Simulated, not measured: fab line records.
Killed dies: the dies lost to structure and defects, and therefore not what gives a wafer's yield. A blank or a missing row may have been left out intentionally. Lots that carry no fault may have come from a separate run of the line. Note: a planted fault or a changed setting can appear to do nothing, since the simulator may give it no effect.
fab line records | flow sky130
[record] lots = 11 wafers = 33 last_day = 50
route steps=708 shown VT_ADJUST_NCORE@130 SONOS_TUNNEL@161 SONOS_ONO@183 GATE_OXIDE@193 PAD_OPEN@708
lots that met no fault: from a run of the same line without faults
start_h: the number of hours between the record's first day and the start of the first shown wafer of the lot | wait_h: how many hours have passed since the lot's step before this one | " repeats the value in the row above | L1.1+2: several wafers, shown together as one row | - no value, or no start was given | * or withheld: withheld | < > ~ a bound
route shown NAME@n: NAME is a module with steps in the file, n the number in the route of the first one | usual: average and standard deviation across the fault-free wafers | same: alike in all rows | chamber/n: place in a boat | sites: per-site readings | _std_site: how widely they spread, as a standard deviation | _edge_site: the outer-site mean with the inner-site mean subtracted | radius_mm: how far each site lies from the wafer's centre | mask NAME#n: copy n | behind: the tool/chamber that last shaped the wafer | hold: why the lot went on hold/how many hours it stayed there/how the hold came to an end | device: whichever transistor did not switch (one of n, p or np) | end of line: the tests these same wafers got at the end of their route | a step given without rows: its recipe and nothing more | killed: the dies lost at the first sort to structure and to defects; this is not the yield of the wafer | map: dies across one wafer; x = killed, . = not, _ = none there
set.NAME: the setting as run; set.NAME@STEP: as run at that earlier step | model.NAME: the simulator's own value behind a step, which no gauge read
one table for each step of the route and one row for each wafer, over a sample of lots
services: from which hour (start_h, from the record's first day; less than 0 if before it) a tool's chamber was out of use, for how many hours, and why
[[steps]]
[step SKY_VT_ADJUST_NCORE_TW_MEAS_11]
[usual] VT_ADJUST_NCORE_TW = 218.4/2
// columns lot.wafer tool chamber start_h wait_h VT_ADJUST_NCORE_TW
L870.1 film_metro-03 - 183.50 0.1 217.0
L870.5 " - " " 216.7
L870.6 " - " " 216.9
L871.4 film_metro-04 - 190.90 0.1 219.1
L871.5 " - " " 219.2
L871.6 " - " " 218.2
L872.2 film_metro-04 - 192.38 0.1 219.6
L872.3 " - " " 219.5
L872.4 " - " " 219.4
L873.3 film_metro-03 - 199.11 0.1 216.3
L873.5 " - " " 217.2
L873.6 " - " " 218.8
L881.1 film_metro-04 - 257.65 0.1 219.5
L881.5 " - " " 218.7
L881.6 " - " " 218.8
L882.1 film_metro-03 - 271.50 0.1 214.4
L882.3 " - " " 214.6
L882.4 " - " " 214.8
L888.1 film_metro-04 - 315.72 0.1 221.3
L888.3 " - " " 220.6
L888.5 " - " " 220.3
L889.1 film_metro-04 - 321.50 0.1 221.7
L889.3 " - " " 221.9
L889.5 " - " " 221.4
L890.3 film_metro-03 - 331.27 0.1 216.1
L890.5 " - " " 218.1
L890.6 " - " " 217.4
L892.3 film_metro-04 - 339.44 0.1 218.1
L892.4 " - " " 219.6
L892.5 " - " " 218.7
L891.2 film_metro-04 - 340.66 0.1 218.9
L891.4 " - " " 218.9
L891.6 " - " " 219.1
[step SKY_SONOS_TUNNEL_CD_MEAS_07]
[recipe] target_cd_nm = 410
[usual] cd_nm = 409.9/2.4
// columns lot.wafer tool chamber start_h wait_h cd_nm
L870.1 cd_sem-01 - 246.94 0.1 411.8
L870.5 " - " " 413.2
L870.6 " - " " 410.8
L871.4 cd_sem-02 - 258.45 0.1 412.0
L871.5 " - " " 408.7
L871.6 " - " " 408.4
L872.2 cd_sem-02 - 259.36 0.1 411.4
L872.3 " - " " 410.0
L872.4 " - " " 411.3
L873.3 cd_sem-02 - 270.00 0.2 407.1
L873.5 " - " " 406.5
L873.6 " - " " 406.5
L881.1 cd_sem-01 - 334.19 0.1 410.3
L881.5 " - " " 410.7
L881.6 " - " " 413.1
L882.1 cd_sem-01 - 348.69 0.1 407.5
L882.3 " - " " 408.8
L882.4 " - " " 407.2
L888.1 cd_sem-02 - 399.57 0.1 409.1
L888.3 " - " " 410.0
L888.5 " - " " 410.6
L889.1 cd_sem-01 - 406.32 0.1 412.3
L889.3 " - " " 412.7
L889.5 " - " " 412.4
L890.3 cd_sem-01 - 417.36 0.1 410.0
L890.5 " - " " 412.4
L890.6 " - " " 411.6
L892.3 cd_sem-01 - 425.76 0.1 411.3
L892.4 " - " " 410.1
L892.5 " - " " 409.0
L891.2 cd_sem-01 - 426.94 0.1 412.2
L891.4 " - " " 413.6
L891.6 " - " " 412.6
[step SKY_SONOS_ONO_ETCH_15]
[recipe] target_depth_nm = 19.52 chemistry = CHF3/O2 source_w = 600 bias_w = 200 pressure_mtorr = 40 chf3_flow_sccm = 50 O2_flow_sccm = 5 time_s = 7.8
[usual] O2_flow_sccm = 4.997/0.015 drypump_motor_current_A = 5.8/0.42 oes_product_au = 1.000/0.0098 throttle_valve_pct = 8.823/0.0091
// columns lot.wafer tool chamber start_h wait_h O2_flow_sccm drypump_motor_current_A oes_product_au rf_hours_counter_h throttle_valve_pct
L870.1 rie_diel-03 2 278.00 0.0 4.985 5.7 0.986 102 8.816
L870.5 " 1 " " 4.998 4.9 1.001 - 8.834
L870.6 " 2 " " 5.007 5.7 0.987 - 8.829
L871.4 rie_diel-01 0 289.97 0.0 5.007 5.4 0.984 39 8.820
L871.5 " 0 " " 4.990 5.4 0.979 - 8.820
L871.6 " 3 " " 4.975 6.2 1.003 - 8.828
L872.2 rie_diel-02 2 290.27 0.0 5.003 5.9 1.002 13 8.829
L872.3 " 3 " " 5.009 5.9 0.992 32 8.804
L872.4 " 1 " " 5.010 6.1 1.013 3 8.814
L873.3 rie_diel-03 0 301.37 0.0 4.975 6.5 1.005 13 8.817
L873.5 " 0 " " 4.973 6.5 0.995 - 8.847
L873.6 " 3 " " 4.992 6.1 0.998 - 8.814
L881.1 rie_diel-02 0 365.70 0.0 5.007 5.8 0.997 94 8.833
L881.5 " 2 " " 4.985 5.9 1.001 - 8.818
L881.6 " 1 " " 5.013 6.1 0.999 - 8.827
L882.1 rie_diel-03 1 380.82 0.0 5.008 4.9 0.994 4 8.825
L882.3 " 0 " " 4.992 6.5 0.994 15 8.819
L882.4 " 2 " " 5.019 5.7 0.995 104 8.827
L888.1 rie_diel-03 3 435.57 0.0 4.972 6.1 0.992 11 8.828
L888.3 " 1 " " 4.971 4.9 1.005 5 8.818
L888.5 " 0 " " 4.971 6.5 1.011 - 8.822
L889.1 rie_diel-01 2 443.59 0.0 4.976 6.0 1.000 0 8.817
L889.3 " 3 " " 4.989 6.2 1.006 3 8.820
L889.5 " 0 " " 4.991 5.4 0.995 - 8.806
L890.3 rie_diel-02 1 454.22 0.0 4.994 6.1 0.995 7 8.826
L890.5 " 2 " " 4.973 5.9 1.020 - 8.831
L890.6 " 3 " " 4.988 5.9 1.019 - 8.822
L892.3 rie_diel-03 1 462.88 0.0 4.998 4.9 1.007 6 8.820
L892.4 " 2 " " 5.001 5.7 0.985 0 8.831
L892.5 " 1 " " 4.989 4.9 0.997 - 8.833
L891.2 rie_diel-01 3 463.86 0.0 4.992 6.3 0.993 3 8.824
L891.4 " 1 " " 5.021 5.7 1.010 10 8.804
L891.6 " 1 " " 5.015 5.8 1.010 - 8.822
[step SKY_GATE_OXIDE_SOFTBAKE_06]
[recipe] temp_c = 90 time_s = 60 resist = NOVOLAK
[usual] exhaust_pa = 45.0/0.83 heater_power_total_W = 56.60/0.041 plate_temp_C = 90.00/0.11
// columns lot.wafer tool chamber start_h wait_h exhaust_pa heater_power_total_W plate_temp_C
L870.1 litho_track-03 0 293.77 0.1 44.8 56.59 90.11
L870.5 " 0 " " 44.4 56.58 90.20
L870.6 " 0 " " 44.3 56.51 90.06
L871.4 litho_track-01 0 306.08 0.1 44.8 56.57 90.11
L871.5 " 0 " " 43.8 56.58 90.06
L871.6 " 0 " " 44.2 56.52 90.08
L872.2 litho_track-03 0 306.40 0.1 46.6 56.52 90.06
L872.3 " 0 " " 46.1 56.60 89.91
L872.4 " 0 " " 45.2 56.59 90.24
L873.3 litho_track-03 0 318.07 0.1 45.9 56.57 89.92
L873.5 " 0 " " 45.3 56.58 90.11
L873.6 " 0 " " 44.3 56.60 90.07
L881.1 litho_track-01 0 383.01 0.1 45.3 60.85 94.75
L881.5 " 0 " " 45.4 60.85 94.72
L881.6 " 0 " " 46.6 60.89 94.89
L882.1 litho_track-01 0 397.56 0.1 44.3 60.75 94.81
L882.3 " 0 " " 45.2 60.81 94.43
L882.4 " 0 " " 45.7 60.93 94.62
L888.1 litho_track-02 0 453.49 0.1 45.1 56.61 90.10
L888.3 " 0 " " 45.0 56.64 89.95
L888.5 " 0 " " 45.2 56.53 89.94
L889.1 litho_track-03 0 462.02 0.1 45.8 56.60 89.94
L889.3 " 0 " " 47.0 56.54 90.14
L889.5 " 0 " " 45.7 56.57 89.75
L890.3 litho_track-03 0 471.97 0.1 44.9 56.59 90.04
L890.5 " 0 " " 44.2 56.59 90.05
L890.6 " 0 " " 43.8 56.63 90.03
L892.3 litho_track-02 0 480.14 0.1 44.7 56.61 89.84
L892.4 " 0 " " 45.7 56.57 89.94
L892.5 " 0 " " 44.5 56.60 89.97
L891.2 litho_track-01 0 481.58 0.1 44.5 56.60 89.87
L891.4 " 0 " " 44.5 56.67 89.94
L891.6 " 0 " " 44.2 56.62 89.94
[step SKY_GATE_OXIDE_STRIP_13]
[recipe] chemistry = O2/N2 power_w = 1400 pressure_mtorr = 1500 platen_temp_c = withheld o2_flow_sccm = 3000 n2_flow_sccm = 300 overash_fraction = 0.5
[usual] drypump_motor_current_A = 5.7/0.56 o2_flow_sccm = 2999/9.2 oes_product_au = 0.715/0.0053 strip_time_to_endpoint_s = 14.18/0.035
// columns lot.wafer tool chamber start_h wait_h drypump_motor_current_A o2_flow_sccm oes_product_au rf_hours_counter_h strip_time_to_endpoint_s
L870.1 plasma_asher-03 1 306.75 0.0 5.3 2993 0.713 18 14.16
L870.5 " 1 " " 5.4 2991 0.715 - 14.12
L870.6 " 0 " " 6.2 2991 0.712 - 14.15
L871.4 plasma_asher-03 1 319.99 0.0 5.4 2995 0.714 - 14.23
L871.5 " 1 " " 5.4 2982 0.720 - 14.14
L871.6 " 0 " " 6.2 3002 0.712 - 14.17
L872.2 plasma_asher-01 0 320.27 0.0 6.3 3014 0.714 62 14.14
L872.3 " 0 " " 6.3 3007 0.706 - 14.15
L872.4 " 1 " " 4.8 3001 0.710 - 14.16
L873.3 plasma_asher-03 0 331.05 0.0 6.2 2990 0.715 - 14.20
L873.5 " 0 " " 6.2 2986 0.723 - 14.18
L873.6 " 1 " " 5.3 3010 0.717 - 14.16
L881.1 plasma_asher-03 1 397.77 0.0 5.3 2996 0.716 27 14.03
L881.5 " 1 " " 5.3 2992 0.713 - 14.05
L881.6 " 0 " " 6.1 3016 0.711 - 14.02
L882.1 plasma_asher-03 1 412.70 0.0 5.4 2983 0.709 28 14.01
L882.3 " 0 " " 6.2 2996 0.709 - 13.99
L882.4 " 1 " " 5.4 3003 0.712 - 14.01
L888.1 plasma_asher-01 1 469.28 0.0 4.8 2997 0.715 78 14.17
L888.3 " 0 " " 6.3 2988 0.717 - 14.19
L888.5 " 1 " " 4.8 2994 0.717 - 14.16
L889.1 plasma_asher-01 1 477.20 0.0 4.8 3012 0.709 79 14.15
L889.3 " 1 " " 4.8 2996 0.717 - 14.12
L889.5 " 0 " " 6.3 3015 0.716 - 14.17
L890.3 plasma_asher-02 1 487.33 0.0 5.6 3001 0.706 - 14.25
L890.5 " 1 " " 5.6 3001 0.709 - 14.19
L890.6 " 0 " " 6.2 2984 0.715 - 14.19
L892.3 plasma_asher-02 0 496.03 0.0 6.2 3001 0.712 - 14.07
L892.4 " 1 " " 5.6 3011 0.709 - 14.11
L892.5 " 0 " " 6.3 2995 0.714 - 14.12
L891.2 plasma_asher-03 0 497.12 0.0 6.2 2993 0.707 33 14.14
L891.4 " 1 " " 5.3 2997 0.712 - 14.18
L891.6 " 1 " " 5.3 2998 0.723 - 14.21
[step SKY_PAD_OPEN_PROBE_99]
[usual] killed_at_M0_to_M3 = 44/6.3 killed_at_M4_up = 2.8/1.7 killed_at_contacts = 25/5.8 killed_at_front_end = 14/4.4 killed_at_other = 0.3/0.49 killed_dies = 86/8.7 killed_open = 48/5.8 killed_short = 38/6
[same] gross_dies = 492 killed_at_back_side = 0
// columns lot.wafer tool chamber start_h wait_h killed_at_M0_to_M3 killed_at_M4_up killed_at_contacts killed_at_front_end killed_at_other killed_dies killed_open killed_short
L882.1 prober-02 - 1146.76 0.1 38 1 39 16 0 94 52 42
L882.3 prober-02 - 1146.86 0.2 39 2 25 10 0 76 41 35
L882.4 prober-02 - 1146.91 0.2 44 1 20 11 0 76 35 41
// killed by level:class
L882.1 LI_CONTACT:geometric_particle:open=13 CONTACT:geometric_particle:open=13 METAL1:geometric_particle:short=10 CONTACT:geometric_particle:short=8 FIELD_ISO:geometric_particle:open=6 VIA1:geometric_particle:open=6 VIA1:geometric_particle:short=5 POLY_GATE:geometric_particle:short=4
L882.3 VIA1:geometric_particle:open=11 CONTACT:geometric_particle:open=8 LI_CONTACT:geometric_particle:open=8 METAL2:geometric_particle:short=7 VIA2:geometric_particle:open=6 FIELD_ISO:geometric_particle:short=5 VIA3:geometric_particle:open=5 LOCAL_INTERCONNECT:geometric_particle:short=4
L882.4 VIA1:geometric_particle:open=9 METAL2:geometric_particle:short=8 CONTACT:geometric_particle:open=7 CONTACT:geometric_particle:short=5 VIA2:geometric_particle:open=5 LI_CONTACT:geometric_particle:open=4 METAL1:geometric_particle:short=4 VIA1:geometric_particle:short=4
[[services]]
// columns tool chamber start_h hours kind
rie_diel-01 2 263.85 2.5 repair
rie_diel-03 3 272.70 15.0 repair
rie_diel-03 - 274.49 0.9 repair
rie_diel-03 0 277.25 14.4 repair
rie_diel-03 2 281.60 7.2 repair
plasma_asher-03 - 295.94 4.4 repair
plasma_asher-02 - 300.83 0.4 repair
rie_diel-03 - 315.33 1.6 repair
plasma_asher-03 - 315.81 4.0 repair
rie_diel-02 2 356.92 3.5 repair
rie_diel-03 - 366.50 1.4 repair
plasma_asher-03 - 367.16 9.7 repair
rie_diel-02 2 386.86 21.4 repair
rie_diel-02 3 401.52 16.0 repair
rie_diel-01 3 413.50 16.5 repair
rie_diel-02 - 426.89 0.3 repair
rie_diel-01 - 439.97 1.0 repair
rie_diel-03 3 441.89 2.9 repair
rie_diel-03 3 450.17 8.9 repair
plasma_asher-03 - 454.56 19.3 repair
rie_diel-02 2 461.35 10.1 repair
rie_diel-02 1 469.76 5.8 repair
plasma_asher-03 - 473.83 14.6 pm
rie_diel-03 - 496.46 8.1 repair
[[key]]
[first_sign] step = SKY_GATE_OXIDE_SOFTBAKE_06 reading = heater_power_total_W direction = up sigmas = 99+ usual = * struck = *
[effect] step = SKY_GATE_OXIDE_SOFTBAKE_06 reading = plate_temp_C direction = up sigmas = 41 usual = * struck = *
[effect] step = SKY_GATE_OXIDE_STRIP_13 reading = strip_time_to_endpoint_s direction = down sigmas = 4.5 usual = * struck = *
met_at SKY_GATE_OXIDE_SOFTBAKE_06
struck_lots L881,L882
tester_left_out L881,L882
not_acting_at SKY_VT_ADJUST_NCORE_TW_MEAS_11,SKY_SONOS_TUNNEL_CD_MEAS_07,SKY_SONOS_ONO_ETCH_15
onset_between 306.08 383.01
[fault] kind = process_parameter_drift tool = litho_track-01 chamber = - onset_h = 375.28 steps = SKY_GATE_OXIDE_SOFTBAKE_06 channel = temp_c offset = * shape = step end_h = 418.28 acts_in = * stated = *
// tester_left_out: of these lots the tester's yield and bins aren't shown, on N5 and GAA mostly nor the transistor test; their killed dies are dies lost to structure and defects alone, not to doping, threshold or leakage, so they don't give the yield
